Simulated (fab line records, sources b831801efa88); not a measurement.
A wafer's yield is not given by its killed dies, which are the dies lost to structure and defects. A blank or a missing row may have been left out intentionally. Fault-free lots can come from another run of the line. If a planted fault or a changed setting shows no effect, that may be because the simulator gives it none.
Problem report, 8D (eight disciplines) form, completed by code	flow gf180mcu	the parts of the form that need people (team, actions taken, sign-off) are left out

## 1. WHAT WENT WRONG
V5_CVD_02_THK at GF_V5_THK_MEAS_03 reads a mean of 1058 nm on 2 wafers of 1 lot; wafers without a fault read 1449 nm with a standard deviation of 20. That puts it -20 standard deviations away from the usual mean.
First observed at day 32 09:12: wafer L216.1, on film-metro-02. Wafers with a number at this step in the record: 39, from 13 lots. The rule behind "out" and "out of limits": a value lying over 4 standard deviations away from the usual mean. The other wafers with a number count as sound.

## 2. WHAT IT IS; WHAT IT IS NOT
question	is	is not
which readings at this step	V5_CVD_02_THK	-
which lots	L216	L196, L197, L198, L199, L201, L203, L204, L205, L206, L209, L210, L211
which wafers of those lots	L216.1, L216.5	L216.4
read on which gauges	film-metro-02	film-metro-01, film-metro-03
when	from day 32 09:12	up to then (37 sound wafers)

## 3. SUSPECTS, AND WHAT RULES EACH OUT
Counting: a tool at a process step up to the reading stays a suspect if it ran every lot that is out. Sound lots after the first of them don't rule it out here, since some wafers of a struck lot are sound.
- the gauge at GF_V5_THK_MEAS_03: kept. All the wafers that are out were read on film-metro-02, and no step on other tools shows them out.
- pecvd-02 at GF_V5_CVD_02 (deposits SiO2 from TEOS, target thk 1450 nm, time 163.28 s): kept. It processed L216, the lot that is out, at day 32 09:05, and its most recent sound lot before then was L211 at day 31 04:47.
- The sound lot-mates ran in chamber 0 of pecvd-02 at GF_V5_CVD_02, but the wafers that are out ran in chamber 1.
Left after counting: pecvd-02 at GF_V5_CVD_02, film-metro-02 at GF_V5_THK_MEAS_03.

## 4. THE CAUSE (what the simulator had put in)
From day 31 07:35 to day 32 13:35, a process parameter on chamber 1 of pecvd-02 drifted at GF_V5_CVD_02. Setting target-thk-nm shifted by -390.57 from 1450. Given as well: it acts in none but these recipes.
Of the 2 suspects that counting leaves, this tool is one.

## 5. SEQUENCE OF EFFECTS, ordered by route
Each row: a reading where the mean over the struck wafers with a number is more than 3 standard deviations away from the usual. Only readings for which the record gives a usual standard deviation are gone through. hours: the time from each lot's start at the first step in this table that gives one to its start at this step, as a median over the lots. sigmas: the change in usual standard deviations.
hours	step	reading	usual	on struck wafers	change	sigmas
0	GF_V5_THK_MEAS_03	V5_CVD_02_THK	1449 nm	1058	-391	-20

## 6. HOW IT WOULD HAVE BEEN CAUGHT EARLIER
The first out-of-limits reading at a measuring or inspecting step in this record came at day 32 09:12, 26 hours after the fault's start at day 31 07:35.
An alarm limit of 4 standard deviations would not have fired on the tool readings at GF_V5_CVD_02 for which the record gives a usual standard deviation, since none of them was out on any struck wafer.
By day 32 09:12, every lot that is out (1) had started GF_V5_CVD_02 on pecvd-02. None of them would have been spared by holding the tool at that moment.
